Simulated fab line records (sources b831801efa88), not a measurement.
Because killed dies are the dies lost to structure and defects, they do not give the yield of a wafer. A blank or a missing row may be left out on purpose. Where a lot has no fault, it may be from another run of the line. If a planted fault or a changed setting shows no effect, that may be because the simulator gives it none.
A struck lot beside a sound one | flow sfqLine | 43 steps out of a route of 325
Sound: wafers L261.1, L261.2, L261.4. Struck: wafer L266.5 (left out: L266.1, L266.4 of the same lot, which were not struck); the cause appears at the end.
Each step with rows lists, per side, the tool, then ch with its chambers, then its first start. Under that, the readings that differ: sound wafers | struck wafers | difference of the means | sigmas: that difference in standard deviations of wafers without a fault.
alike: same words and numbers on both sides, and readings whose means sit less than 2 such deviations apart. not compared: any withheld reading, any reading some wafer has no value for, any bound like >300 that may hide the same value, and any number with overlapping values for which the record gives no deviation.
Wherever a step has rows on one side only, a row that says differs or no value, or a row with sigmas, the two part there. Non-overlapping numbers with no deviation appear without sigmas and do not part them. A reading that every wafer of one side lacks parts them only if that side has two wafers or more.

first, 3 steps without rows for these wafers: SFQ_TRILAYER_M5_LITHO_EXPOSE_124 (exposes mask M5, target cd 700 nm); SFQ_TRILAYER_M5_LITHO_PEB_126 (peb time 60 s); SFQ_TRILAYER_M5_LITHO_DEVELOP_125 (time 60 s).
SFQ_M5_OVL_MEAS_932:
  sound on overlay-01, day 48 17:03; struck on overlay-01, day 50 05:04
reading     | sound | struck | difference | sigmas
M5_OVL (nm) | 8 8 9 | -7     | -15        | -3
SFQ_TRILAYER_M5_BARC_OPEN_METAL_ETCH_161: etches BARC in O2, target depth 125 nm, time 41.7 s.
  sound on rieMetal-02 ch 0,1, day 48 17:05; struck on rieMetal-03 ch 1, day 50 05:06
reading                  | sound       | struck | difference | sigmas
drypumpMotorCurrentA (A) | 5.8 5.5 5.6 | 6.6    | +1.0       | +3
  alike: oesProductAu
  not compared: rfHoursCounterH
SFQ_TRILAYER_M5_ETCH_METAL_ETCH_126: etches Nb in Cl2/BCl3, stops on SiO2, time 203.2 s, target depth 265 nm.
  sound on rieMetal-02 ch 0,1, day 48 17:09; struck on rieMetal-03 ch 1, day 50 05:10
reading                  | sound       | struck | difference | sigmas
drypumpMotorCurrentA (A) | 5.8 5.5 5.6 | 6.6    | +1.0       | +3
  alike: oesProductAu
  not compared: rfHoursCounterH
then, 2 steps without rows for these wafers: SFQ_TRILAYER_M5_STRIP_STRIP_127 (strips in O2); SFQ_TRILAYER_M5_STRIP_SOLV_CLEAN_128 (cleans in NMP, time 600 s).
SFQ_TRILAYER_A5B_DEP_PECVD_129: deposits SiO2 from SiH4/N2O, time 133.33 s, target thk 600 nm.
  sound on pecvd-01 ch 1,2, day 48 18:07; struck on pecvd-04 ch 0, day 50 06:20
  alike: heaterPowerW, throttleValvePct
then, 3 steps without rows for these wafers: SFQ_TRILAYER_A5B_CMP_CMP_130 (polishes, stops on Nb, target thk 340.7 nm); SFQ_TRILAYER_A5B_METRO_MEASURE_131; SFQ_TRILAYER_R5_DEP_SPUTTER_132 (material Ti, target thk 5 nm, time 5 s).
-- the record jumps here: 3 days lie between the struck wafers' starts before and after --
SFQ_TRILAYER_R5_DEP_SPUTTER_133: material MoNx, target thk 40 nm, time 66.7 s.
  sound on pvdSputter-03, day 51 15:58; struck on pvdSputter-03, day 52 23:36
reading                                              | sound             | struck | difference | sigmas
model.MoNx_of_TRILAYER_R5_DEP_SPUTTER_133.thkNm (nm) | 40.14 40.33 39.48 | 35.63  | -4.35      | 
  alike: throttleValvePct
then, 1 step without rows for these wafers: SFQ_TRILAYER_R5_DEP_SPUTTER_134 (material Ti, target thk 5 nm, time 5 s).
SFQ_R5_RS_MEAS_933: the measuring method here is four-point-probe.
  sound on filmMetro-03, day 51 16:02; struck on filmMetro-03, day 52 23:41
reading             | sound          | struck | difference | sigmas
R5_MONX_RS (ohm/sq) | 7.02 6.97 7.11 | 7.86   | +0.83      | +7
SFQ_R5_THK_MEAS_934: measures by xrf.
  sound on filmMetro-03, day 51 16:09; struck on filmMetro-03, day 52 23:48
reading          | sound          | struck | difference | sigmas
R5_MONX_THK (nm) | 39.5 39.5 38.6 | 35.1   | -4.1       | -6
then, 6 steps without rows for these wafers: SFQ_TRILAYER_R5_LITHO_COAT_141 (resist thk 62 nm); SFQ_TRILAYER_R5_LITHO_COAT_136 (resist thk 600 nm); SFQ_TRILAYER_R5_LITHO_SOFTBAKE_140; SFQ_TRILAYER_R5_LITHO_EXPOSE_137 (exposes mask R5, target cd 500 nm); SFQ_TRILAYER_R5_LITHO_PEB_139 (peb time 60 s); SFQ_TRILAYER_R5_LITHO_DEVELOP_138 (time 60 s).
-- the record jumps here: 2 days lie between the struck wafers' starts before and after --
SFQ_R5_OVL_MEAS_935:
  sound on overlay-01, day 53 20:16; struck on overlay-02, day 55 09:01
  alike: R5_OVL
then, 4 steps without rows for these wafers: SFQ_TRILAYER_R5_BARC_OPEN_METAL_ETCH_177 (etches BARC in O2, target depth 125 nm, time 41.7 s); SFQ_TRILAYER_R5_ETCH_METAL_ETCH_139 (etches the open film in Cl2, stops on SiO2, target depth 60 nm, time 40 s); SFQ_TRILAYER_R5_STRIP_STRIP_140 (strips in O2); SFQ_TRILAYER_R5_STRIP_SOLV_CLEAN_141 (cleans in NMP, time 600 s).
SFQ_TRILAYER_A5C_DEP_PECVD_142: deposits SiO2 from SiH4/N2O, time 15.556 s, target thk 70 nm.
  sound on pecvd-04 ch 1,2, day 53 21:11; struck on pecvd-01 ch 1, day 55 09:56
  alike: heaterPowerW, throttleValvePct
then, 6 steps without rows for these wafers: SFQ_TRILAYER_I5_LITHO_COAT_149 (resist thk 62 nm); SFQ_TRILAYER_I5_LITHO_COAT_144 (resist thk 650 nm); SFQ_TRILAYER_I5_LITHO_SOFTBAKE_148; SFQ_TRILAYER_I5_LITHO_EXPOSE_145 (exposes mask I5, target cd 700 nm); SFQ_TRILAYER_I5_LITHO_PEB_147 (peb time 60 s); SFQ_TRILAYER_I5_LITHO_DEVELOP_146 (time 60 s).
SFQ_I5_OVL_MEAS_936:
  sound on overlay-01, day 55 17:37; struck on overlay-02, day 56 21:13
  alike: I5_OVL
SFQ_TRILAYER_I5_BARC_OPEN_VIA_ETCH_200: etches BARC in O2, target depth 125 nm, time 41.7 s.
  sound on rieDiel-03 ch 0,2,3, day 55 17:40; struck on rieDiel-02 ch 1, day 56 21:16
  alike: drypumpMotorCurrentA, oesProductAu
  not compared: rfHoursCounterH
then, 6 steps without rows for these wafers: SFQ_TRILAYER_I5_ETCH_VIA_ETCH_147 (etches the open film in CHF3, stops on Nb, target depth 360 nm); SFQ_TRILAYER_I5_STRIP_STRIP_148 (strips in O2); SFQ_TRILAYER_I5_STRIP_SOLV_CLEAN_149 (cleans in NMP, time 600 s); SFQ_TRILAYER_C5_LITHO_COAT_156 (resist thk 62 nm); SFQ_TRILAYER_C5_LITHO_COAT_151 (resist thk 650 nm); SFQ_TRILAYER_C5_LITHO_SOFTBAKE_155.
-- the record jumps here: 18 days lie between the struck wafers' starts before and after --
SFQ_M8_BOW_MEAS_951:
  sound on filmMetro-01, day 70 11:39; struck on filmMetro-04, day 74 12:04
reading                | sound             | struck | difference | sigmas
M8_BOW (um)            | 38 26 15          | -13    | -39        | -3
model.etest.r5.ohmUm   | 14.09 13.98 14.35 | 15.84  | +1.70      | 
model.etest.r5.ohmSq   | 7.037 7.004 7.156 | 7.929  | +0.863     | 
model.etest.c5.linkOhm | 7.987 7.951 8.114 | 8.914  | +0.897     | 

WHERE THEY PART
Last at SFQ_M8_BOW_MEAS_951 as far as this record goes, first at SFQ_M5_OVL_MEAS_932.

WHY: what had been put in by the simulator
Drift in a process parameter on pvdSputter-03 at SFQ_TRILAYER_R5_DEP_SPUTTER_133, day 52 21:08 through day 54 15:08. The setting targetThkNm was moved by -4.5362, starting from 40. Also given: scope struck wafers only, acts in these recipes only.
